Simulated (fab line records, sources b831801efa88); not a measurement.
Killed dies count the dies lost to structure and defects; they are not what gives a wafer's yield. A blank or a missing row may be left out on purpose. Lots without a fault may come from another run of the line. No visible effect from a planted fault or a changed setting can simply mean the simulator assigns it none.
Problem report, 8D (eight disciplines) form, completed by code	flow sky130	the parts of the form that need people (team, actions taken, sign-off) are left out

== 1. WHAT IS WRONG ==
pressure_mtorr at SKY_FIELD_ISO_CVD_24 reads a mean of 4.795 mTorr on 1 wafer of 1 lot; wafers without a fault read 5.999 mTorr with a standard deviation of 0.012. That is -99 or more standard deviations from the usual mean.
The step: deposits SiO2, target thk 595 nm, time 99.2 s.
First observed at day 6 06:42: wafer L434.2, on hdpcvd-02. The record holds 39 wafers of 13 lots with a number at this step. Rule for "out" (also "out of limits"): further than 4 standard deviations from the usual mean. Any other wafer with a number is counted as sound.

== 2. WHAT THIS IS AND IS NOT ==
question	is	is not
which readings at this step	pressure_mtorr	-
which lots	L434	L417, L418, L419, L420, L422, L424, L427, L428, L429, L430, L433, L440
which wafers of those lots	L434.2	L434.1, L434.4
read on which tools	hdpcvd-02	hdpcvd-01
when	from day 6 06:42	up to then (35 sound wafers); but 3 sound wafers of L440 came after

== 3. SUSPECTS, AND WHAT RULES EACH OUT ==
Counting: if a tool at a process step up to the reading ran every lot that is out, it stays a suspect. Sound lots after the first of them don't rule it out here, since some wafers of a struck lot are sound.
- hdpcvd-02 at SKY_FIELD_ISO_CVD_24 (deposits SiO2, target thk 595 nm, time 99.2 s): kept. L434, the lot that is out, went through it at day 6 06:42; up to then, the latest sound lot through it was L430 at day 5 02:58. Out on those wafers are its own readings of pressure_mtorr.
- Within hdpcvd-02 at SKY_FIELD_ISO_CVD_24, the wafers that are out were processed in chamber 1 and their sound lot-mates in chamber 0.
Left after counting: hdpcvd-02 at SKY_FIELD_ISO_CVD_24.

== 4. THE CAUSE (what the simulator had put in) ==
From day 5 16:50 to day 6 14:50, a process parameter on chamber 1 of hdpcvd-02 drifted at SKY_FIELD_ISO_CVD_24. Setting pressure_mtorr shifted by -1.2 from 6. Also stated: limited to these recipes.
Only this tool survived the counting.

== 5. THE CHAIN OF EFFECTS, in route order ==
Rows list readings where the struck wafers' mean (over those with a number) sits beyond 3 standard deviations from the usual. Scope: only readings with a usual standard deviation given in the record; hours: median across lots of the time from each lot's start at the first step in this table that gives one to its start at this step; sigmas: change in usual standard deviations.
hours	step	reading	usual	on struck wafers	change	sigmas
0	SKY_FIELD_ISO_CVD_24	pressure_mtorr	5.999 mTorr	4.795	-1.204	-99 or more
Its process steps:
- SKY_FIELD_ISO_CVD_24: deposits SiO2, target thk 595 nm, time 99.2 s.
Later measuring or inspecting steps at which every struck wafer that the step has a row for has a number for every such reading, and none has moved that far: SKY_NWELL_THK_MEAS_02, SKY_VT_ADJUST_HVTR_TW_MEAS_11.

== 6. HOW IT WOULD HAVE BEEN CAUGHT EARLIER ==
First out-of-limits reading in this record: day 6 06:42, which is 14 hours after fault onset at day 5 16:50.
